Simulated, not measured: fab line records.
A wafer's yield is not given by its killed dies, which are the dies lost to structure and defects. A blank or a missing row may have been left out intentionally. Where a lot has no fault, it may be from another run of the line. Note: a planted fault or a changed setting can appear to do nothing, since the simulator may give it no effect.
A struck lot beside a sound one + flow sky130 + 15 steps out of a route of 708
Sound: the wafers L971.2, L971.3, L971.4. Struck: wafers L978.2, L978.3, L978.4. The cause is given at the end.
Per side, at each step with rows, come the tool, then ch with its chambers, and then its first start. Under that, the readings that differ: sound wafers + struck wafers + difference of the means + sigmas: that difference in standard deviations of wafers without a fault.
alike: readings whose means differ by less than 2 such deviations, and words and numbers that are the same on both sides. not compared: withheld readings, readings that some wafer has no value for, bounds like >300 that may hide the same value, and numbers for which the record gives no deviation and whose values overlap.
A row with sigmas, a row that says differs or no value, or rows on one side alone: a step with any of these is where the two part. Numbers that have no deviation but don't overlap get no sigmas and don't part them. A reading missing from all wafers of one side parts the sides only when that side holds two or more wafers.

first, 2 steps without rows for these wafers: SKY_SALICIDE_CLEAN_00 (cleans in HF-last, time 30 s); SKY_LI_CONTACT_HDPCVD_00 (deposits PSG, target thk 930 nm, time 155 s).
SKY_LI_CONTACT_THK_MEAS_01:
  sound on film-metro-03, day 31 21:41; struck on film-metro-01, day 33 13:44
  alike: LI_CONTACT_HDPCVD_THK
SKY_LI_CONTACT_CMP_02: polishes PSG.
  sound on cmp-01 ch 0,1,2, day 31 21:44; struck on cmp-01 ch 1,2,3, day 33 13:47
  alike: motor-current-A, time-to-endpoint-s
SKY_LI_CONTACT_BOW_MEAS_03:
  sound on film-metro-02, day 31 22:04; struck on film-metro-03, day 33 14:07
  alike: LI_CONTACT_BOW
then, 7 steps without rows for these wafers: SKY_LI_CONTACT_DEHYDRATE_04 (time 60 s); SKY_LI_CONTACT_HMDS_05 (prime time 60 s); SKY_LI_CONTACT_COAT_06 (resist thk 60 nm); SKY_LI_CONTACT_COAT_07 (resist thk 450 nm); SKY_LI_CONTACT_SOFTBAKE_08 (time 90 s); SKY_LI_CONTACT_EXPOSE_09 (exposes mask LICM1, target cd 170 nm); SKY_LI_CONTACT_PEB_10.
SKY_LI_CONTACT_DEVELOP_11: develop time 60.92 s.
  sound on litho-track-03 ch 0, day 33 00:00; struck on litho-track-03 ch 0, day 34 16:00
| reading              | sound             | struck            | difference | sigmas |
|----------------------|-------------------|-------------------|------------|--------|
| developer-temp-C (C) | 20.93 20.91 21.02 | 23.20 23.08 23.17 | +2.20      | +22    |
SKY_LI_CONTACT_CD_MEAS_12 targets a cd of 170 nm.
  sound on cd-sem-01, day 33 00:20; struck on cd-sem-02, day 34 16:41
| reading    | sound             | struck            | difference | sigmas |
|------------|-------------------|-------------------|------------|--------|
| cd-nm (nm) | 168.2 168.2 168.4 | 174.6 174.7 175.8 | +6.8       | +4     |
-- here the record skips 15 days between the struck wafers' starts before and after, leaving off in module LI_CONTACT and picking up in module PAD_OPEN (first step shown: number 708 of the route) --
SKY_PAD_OPEN_PROBE_99:
  sound on prober-01, day 48 14:52; struck on prober-01, day 49 18:43
| reading            | sound    | struck   | difference | sigmas |
|--------------------|----------|----------|------------|--------|
| killed_at_M0_to_M3 | 35 34 38 | 57 48 51 | +16        | +2     |
| killed-at-other    | 0 2 1    | 0 0 0    | -1         | -2     |
  alike: killed_at_M4_up, killed-at-contacts, killed-at-front-end, killed-dies, killed-open, killed-short

WHERE THEY PART
Last at SKY_PAD_OPEN_PROBE_99 as far as this record goes, first at SKY_LI_CONTACT_DEVELOP_11.

WHY: what had been put in by the simulator
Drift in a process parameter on litho-track-03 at SKY_LI_CONTACT_DEVELOP_11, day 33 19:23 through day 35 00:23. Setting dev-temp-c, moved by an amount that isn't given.
